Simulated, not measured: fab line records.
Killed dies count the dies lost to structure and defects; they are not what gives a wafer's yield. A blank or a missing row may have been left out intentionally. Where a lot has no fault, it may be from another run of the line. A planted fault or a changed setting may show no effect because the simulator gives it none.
Comparing a struck lot with a sound one | flow gf180mcu | 37 steps out of a route of 602
Sound: the wafers L267.4, L267.5, L267.6. Struck: wafer L269.6 (L269.2, L269.5, from the same lot, were not struck and are left out); the cause is given at the end.
Order at every step that has rows: each side's tool, ch and its chambers, its first start. Under that, the readings that differ: sound wafers | struck wafers | difference of the means | sigmas: that difference in standard deviations of wafers without a fault.
alike: a reading whose means differ by less than 2 such deviations, as well as words and numbers matching on both sides. not compared: withheld readings; readings where some wafer has no value; bounds like >300 that might hide an equal value; numbers whose values overlap and for which the record gives no deviation.
Wherever a step has rows on one side only, a row that says differs or no value, or a row with sigmas, the two part there. Numbers that have no deviation but don't overlap get no sigmas and don't part them. A reading that every wafer of one side lacks parts them only if that side has two wafers or more.

first, 2 steps without rows for these wafers: GF_M4_PEB_12 (peb time 90 s); GF_M4_DEVELOP_13 (develop time 60 s).
GF_M4_CD_MEAS_14: target cd 280 nm.
  sound on cd_sem-01, day 24 20:10; struck on cd_sem-02, day 26 03:19
  reading    | sound             | struck | difference | sigmas
  cd_nm (nm) | 281.0 280.9 281.8 | 278.8  | -2.4       | -2
GF_M4_OVL_MEAS_15:
  sound on overlay-02, day 24 20:14; struck on overlay-02, day 26 03:26
  alike: M4_OVL
then, 1 step without rows for these wafers: GF_M4_METAL_ETCH_16 (etches the open film in Cl2/BCl3, stops on SiO2, target depth 627.5 nm, time 104.6 s).
GF_M4_STRIP_17: strips in O2/N2.
  sound on plasma_asher-02 ch 0,1, day 24 20:31; struck on plasma_asher-03 ch 0, day 26 03:34
  alike: drypump_motor_current_A, heater_power_w, oes_product_au, strip_time_to_endpoint_s
  not compared: rf_hours_counter_h
then, 3 steps without rows for these wafers: GF_M4_STRIP_18 (strips in post etch residue remover, time 1200 s); GF_M4_CLEAN_19 (cleans in DIW); GF_V4_CVD_00 (deposits SiO2, target thk 600 nm, time 100 s).
GF_V4_THK_MEAS_01:
  sound on film_metro-03, day 24 21:08; struck on film_metro-04, day 26 04:11
  alike: V4_CVD_00_THK
then, 1 step without rows for these wafers: GF_V4_CVD_02 (deposits SiO2 from TEOS, target thk 850 nm, time 94.851 s).
GF_V4_THK_MEAS_03:
  sound on film_metro-01, day 24 21:16; struck on film_metro-01, day 26 04:19
  alike: V4_CVD_02_THK
GF_V4_CMP_04: polishes SiO2.
  sound on cmp-02 ch 0,1,3, day 24 21:32; struck on cmp-02 ch 3, day 26 04:31
  reading                             | sound             | struck | difference | sigmas
  time_to_endpoint_s (s)              | 85 87 82          | 19     | -66        | -15
  model.SiO2_of_V4_CVD_02.thk_nm (nm) | 633.3 633.2 633.1 | 790.3  | +157.1     |
  alike: motor_current_A, slurry_flow_ml_min
GF_V4_BOW_MEAS_05:
  sound on film_metro-01, day 24 21:47; struck on film_metro-04, day 26 04:44
  alike: V4_BOW
then, 8 steps without rows for these wafers: GF_V4_DEHYDRATE_06 (time 60 s); GF_V4_HMDS_07 (prime time 60 s); GF_V4_COAT_08; GF_V4_COAT_09 (resist thk 1000 nm); GF_V4_SOFTBAKE_10 (time 60 s); GF_V4_EXPOSE_11 (exposes mask Via4, target cd 260 nm); GF_V4_PEB_12 (peb time 90 s); GF_V4_DEVELOP_13 (develop time 60 s).
GF_V4_CD_MEAS_14: target cd 260 nm.
  sound on cd_sem-01, day 25 18:55; struck on cd_sem-02, day 27 01:16
  alike: cd_nm
GF_V4_OVL_MEAS_15:
  sound on overlay-02, day 25 18:59; struck on overlay-02, day 27 01:23
  reading     | sound   | struck | difference | sigmas
  V4_OVL (nm) | -6 1 -2 | 9      | +11        | +2
then, 1 step without rows for these wafers: GF_V4_ETCH_16 (etches BARC in N2/H2).
GF_V4_ETCH_17: etches SiO2 in C4F8/O2/Ar, stops on TiN, target depth 630 nm.
  sound: rie_diel-04 ch 0,1; struck: rie_diel-04 ch 2
  reading                        | sound             | struck | difference | sigmas
  oes_product_au (a.u.)          | 0.864 0.856 0.856 | 0.976  | +0.117     | +29
  model.etch.depth_nm (nm)       | 633.3 633.2 633.1 | 790.3  | +157.1     |
  model.V4.feature_depth_nm (nm) | 633.3 633.2 633.1 | 790.3  | +157.1     |
  alike: rf_fwd_power_W
GF_V4_STRIP_18: strips in O2/N2.
  sound on plasma_asher-04 ch 0,1, day 25 19:10; struck on plasma_asher-04 ch 0, day 27 01:32
  alike: drypump_motor_current_A, heater_power_w, oes_product_au
  not compared: rf_hours_counter_h
then, 2 steps without rows for these wafers: GF_V4_STRIP_19 (strips in post etch residue remover, time 1200 s); GF_V4_CLEAN_20 (cleans in DIW).
GF_V4_SPUTTER_21: material Ti, target thk 15 nm, time 80.02 s.
  sound on pvd_sputter-03, day 25 19:42; struck on pvd_sputter-02, day 27 02:07
  alike: chamber_pressure_pa, throttle_valve_pct
GF_V4_SPUTTER_22: material TiN, target thk 10 nm, time 40 s.
  sound on pvd_sputter-03, day 25 19:45; struck on pvd_sputter-02, day 27 02:10
  alike: chamber_pressure_pa, throttle_valve_pct
then, 1 step without rows for these wafers: GF_V4_CVD_23 (deposits W, target thk 350 nm, time 104.9 s).
GF_V4_RS_MEAS_24: a four-point-probe measurement.
  sound on film_metro-01, day 25 19:56; struck on film_metro-01, day 27 02:20
  alike: V4_W_RS
GF_V4_THK_MEAS_25: measures by xrf.
  sound on film_metro-01, day 25 20:02; struck on film_metro-01, day 27 02:27
  alike: V4_W_THK
GF_V4_CMP_26: polishes, stops on SiO2, t overpolish 15 s, target thk 0 nm.
  sound on cmp-01 ch 0,2,3, day 25 20:10; struck on cmp-01 ch 2, day 27 02:39
  reading                             | sound             | struck | difference | sigmas
  model.SiO2_of_V4_CVD_02.thk_nm (nm) | 629.5 629.5 629.3 | 786.5  | +157.1     |
  alike: motor_current_A, slurry_flow_ml_min
GF_MIM_SPUTTER_00: material Ti, target thk 37.5 nm, time 150 s.
  sound on pvd_sputter-03, day 25 20:25; struck on pvd_sputter-03, day 27 02:48
  alike: chamber_pressure_pa, throttle_valve_pct
-- the record jumps here: 4 days lie between the struck wafers' starts before and after (it left off in module MIM and takes up again in module PASSIVATION, whose first step shown is number 602 of the route) --
GF_PASSIVATION_PROBE_99:
  sound on prober-02, day 30 05:22; struck on prober-01, day 31 07:52
  reading                               | sound                | struck | difference | sigmas
  model.etest.via4_chain.rc_ohm         | 6.532 6.354 6.648    | 8.979  | +2.468     |
  model.etest.met5_comb.leak_log10_a_um | -12.11 -11.89 -12.12 | -11.12 | +0.92      |

## WHERE THEY PART
Earliest at GF_M4_CD_MEAS_14; latest, in this record, at GF_V4_ETCH_17. Later steps at which nothing parts them and some readings are alike: GF_V4_STRIP_18, GF_V4_SPUTTER_21, GF_V4_SPUTTER_22, GF_V4_RS_MEAS_24, GF_V4_THK_MEAS_25, GF_V4_CMP_26, GF_MIM_SPUTTER_00.

WHY: what had been put in by the simulator
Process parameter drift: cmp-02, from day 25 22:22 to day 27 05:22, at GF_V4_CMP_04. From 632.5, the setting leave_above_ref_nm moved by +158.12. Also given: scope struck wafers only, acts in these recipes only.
